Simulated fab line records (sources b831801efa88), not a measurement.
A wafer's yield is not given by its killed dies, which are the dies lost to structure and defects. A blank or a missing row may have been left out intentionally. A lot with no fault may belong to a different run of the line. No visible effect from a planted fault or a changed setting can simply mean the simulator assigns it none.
A sampling plan put to the test -- flow sky130 -- one fab line, 17 faults that these records tell of, each judged on the records of the lots that it struck
The plan is the line's own looks: the steps of the route at which a gauge or an inspection reads the wafer and doesn't change it. A look can be judged if struck wafers have a number there and the file gives its usual mean and standard deviation on fault-free wafers. Caught: the struck wafers' mean, at a look after the fault's first step, is 4 or more of those standard deviations (sigma) away from the usual mean. On the tool: the test repeated on the tool's own readings taken at the fault's steps. Caught also covers a different recipe on the struck wafers, or a record left blank for those wafers only.

== THE FAULTS, as the simulator had put them in ==
1. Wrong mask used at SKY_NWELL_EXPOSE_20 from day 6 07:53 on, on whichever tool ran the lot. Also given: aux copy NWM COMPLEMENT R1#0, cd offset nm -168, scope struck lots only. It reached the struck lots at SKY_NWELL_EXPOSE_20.
2. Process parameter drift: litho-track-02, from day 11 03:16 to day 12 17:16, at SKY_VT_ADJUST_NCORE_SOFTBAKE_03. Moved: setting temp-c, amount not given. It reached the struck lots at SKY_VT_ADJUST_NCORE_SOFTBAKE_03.
3. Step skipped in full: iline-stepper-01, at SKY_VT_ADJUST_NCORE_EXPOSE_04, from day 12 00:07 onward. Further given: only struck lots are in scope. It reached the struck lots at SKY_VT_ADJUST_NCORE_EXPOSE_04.
4. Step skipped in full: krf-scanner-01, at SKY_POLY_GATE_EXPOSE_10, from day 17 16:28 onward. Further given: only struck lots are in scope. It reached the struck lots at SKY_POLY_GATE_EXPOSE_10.
5. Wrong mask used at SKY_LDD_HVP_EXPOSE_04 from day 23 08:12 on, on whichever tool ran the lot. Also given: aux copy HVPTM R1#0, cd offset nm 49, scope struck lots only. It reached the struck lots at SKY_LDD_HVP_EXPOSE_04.
6. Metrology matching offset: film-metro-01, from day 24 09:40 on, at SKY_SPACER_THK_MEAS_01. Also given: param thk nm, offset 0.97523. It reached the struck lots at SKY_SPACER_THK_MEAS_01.
7. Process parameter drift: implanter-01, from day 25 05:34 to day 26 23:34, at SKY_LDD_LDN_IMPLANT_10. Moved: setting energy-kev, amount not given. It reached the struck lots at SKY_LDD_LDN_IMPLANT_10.
8. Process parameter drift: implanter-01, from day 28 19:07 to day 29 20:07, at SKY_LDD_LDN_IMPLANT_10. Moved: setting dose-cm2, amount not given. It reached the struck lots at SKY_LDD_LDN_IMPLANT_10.
9. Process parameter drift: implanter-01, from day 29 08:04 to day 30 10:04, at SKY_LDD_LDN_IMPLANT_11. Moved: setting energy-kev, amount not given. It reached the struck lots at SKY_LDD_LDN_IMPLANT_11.
10. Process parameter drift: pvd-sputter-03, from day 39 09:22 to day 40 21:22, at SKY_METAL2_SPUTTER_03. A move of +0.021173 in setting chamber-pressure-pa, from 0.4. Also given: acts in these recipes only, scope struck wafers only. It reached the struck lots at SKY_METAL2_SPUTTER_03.
11. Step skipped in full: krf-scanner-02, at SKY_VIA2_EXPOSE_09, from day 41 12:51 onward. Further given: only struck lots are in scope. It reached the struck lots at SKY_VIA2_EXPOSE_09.
12. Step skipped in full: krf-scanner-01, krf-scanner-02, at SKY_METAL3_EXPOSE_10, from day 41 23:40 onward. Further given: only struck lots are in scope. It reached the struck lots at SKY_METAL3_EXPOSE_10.
13. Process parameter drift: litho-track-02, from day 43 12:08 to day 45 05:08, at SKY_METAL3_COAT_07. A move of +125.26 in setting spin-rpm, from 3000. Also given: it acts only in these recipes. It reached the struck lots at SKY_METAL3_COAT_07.
14. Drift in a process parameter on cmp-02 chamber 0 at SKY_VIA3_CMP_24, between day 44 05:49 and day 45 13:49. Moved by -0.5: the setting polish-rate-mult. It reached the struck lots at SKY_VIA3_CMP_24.
15. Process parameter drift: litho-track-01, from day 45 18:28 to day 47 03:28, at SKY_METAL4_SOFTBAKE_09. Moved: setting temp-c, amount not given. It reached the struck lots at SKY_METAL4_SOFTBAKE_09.
16. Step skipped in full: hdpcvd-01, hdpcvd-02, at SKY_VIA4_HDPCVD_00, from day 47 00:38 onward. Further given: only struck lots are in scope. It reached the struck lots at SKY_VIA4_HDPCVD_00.
17. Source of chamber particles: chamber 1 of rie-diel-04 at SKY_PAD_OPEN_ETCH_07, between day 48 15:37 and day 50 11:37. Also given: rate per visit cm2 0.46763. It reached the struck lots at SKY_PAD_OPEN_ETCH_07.

== WHAT THE PLAN SAW ==
fault,on the tool itself,first look that catches it,"reading, sigma",median hours from its first step to that look,hours from the fault's start to the first struck lot there,judged looks passed uncaught
1,no reading that can be judged,no look after it can be judged,-,-,-,0
2,heater-power-total-W -25 sigma,none of the 2 looks that can be judged after it,-,-,-,2
3,no reading that can be judged,none of the 2 looks that can be judged after it,-,-,-,2
4,no reading that can be judged,not the one look that can be judged after it,-,-,-,1
5,under 2 sigma,no look after it can be judged,-,-,-,0
6,only faintly: SPACER_CVD_00_THK +3.4 sigma,no look after it can be judged,-,-,-,0
7,beam-energy-keV +99 or beyond sigma,no look after it can be judged,-,-,-,0
8,dose-ions-cm2 -99 or beyond sigma,no look after it can be judged,-,-,-,0
9,beam-energy-keV +99 or beyond sigma,none of the 2 looks that can be judged after it,-,-,-,2
10,chamber-pressure-pa +27 sigma,no look after it can be judged,-,-,-,0
11,no reading that can be judged,no look after it can be judged,-,-,-,0
12,no reading that can be judged,no look after it can be judged,-,-,-,0
13,spin-speed-rpm +56 sigma,no look after it can be judged,-,-,-,0
14,overpolish-run-s -99 or beyond sigma,no look after it can be judged,-,-,-,0
15,plate-temp-C +22 sigma,no look after it can be judged,-,-,-,0
16,the tool's record is blank for the struck wafers,no look after it can be judged,-,-,-,0
17,under 2 sigma,no look after it can be judged,-,-,-,0
A dash: this means the fault isn't caught or the number doesn't appear in these records.

Caught at a look: 0 of 17. Caught on the tool: 9 of 17. By one or the other: 9 of 17.
Caught on the tool alone: faults 2, 7, 8, 9, 10, 13, 14, 15, 16.
Caught by neither: faults 1, 3, 4, 5, 6, 11, 12, 17.
